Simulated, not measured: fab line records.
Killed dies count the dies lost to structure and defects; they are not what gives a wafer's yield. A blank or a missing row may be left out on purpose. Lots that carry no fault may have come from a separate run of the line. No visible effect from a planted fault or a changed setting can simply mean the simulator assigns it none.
Chamber matching | flow gf180mcu | GF_V5_CMP_04 on cmp-01: 4 sister chambers
The step polishes SiO2. 4 wafers are shown with their chamber, then 8 later ones without.

## WAFERS PAIRED WITH THEIR CHAMBERS
wafer  | chamber | motor-current-A (A)
L610.6 | 3       | 11.5
L611.3 | 1       | 11.6
L611.6 | 2       | 10.1
L614.1 | 0       | 13.1

## WAFERS WHOSE CHAMBER IS MISSING
wafer  | motor-current-A (A)
L614.3 | 11.5
L614.6 | 11.7
L617.2 | 10.1
L617.5 | 11.6
L617.6 | 13.6
L618.2 | 12.2
L618.4 | 10.0
L618.5 | 10.0

## CHAMBER TAKEN BY EACH
wafer  | from the rows above          | in truth
L614.3 | can't be placed: 3 or 1      | 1
L614.6 | can't be placed: 1 or 3      | 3
L617.2 | 2                            | 2
L617.5 | can't be placed: 1 or 3      | 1
L617.6 | 0                            | 0
L618.2 | can't be placed: 1 or 3 or 0 | 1
L618.4 | 2                            | 2
L618.5 | 2                            | 2
Correctly placed: 4 of 8. These rows do not allow placing 4 (true chamber among the candidates in 4). Placed wrongly: 0.
How it was worked out, from the rows above alone: a wafer's distance from a chamber is the root of the sum, over the readings, of the square of ((its reading less the chamber's mean) divided by the reading's scatter). If the next closest chamber is less than 2 further off than the closest, the wafer can't be placed; otherwise it belongs to the closest. A chamber's mean is the mean of its shown wafers. The scatter: root of mean squared gap, hidden wafer to nearest shown wafer, with one shown wafer a chamber.
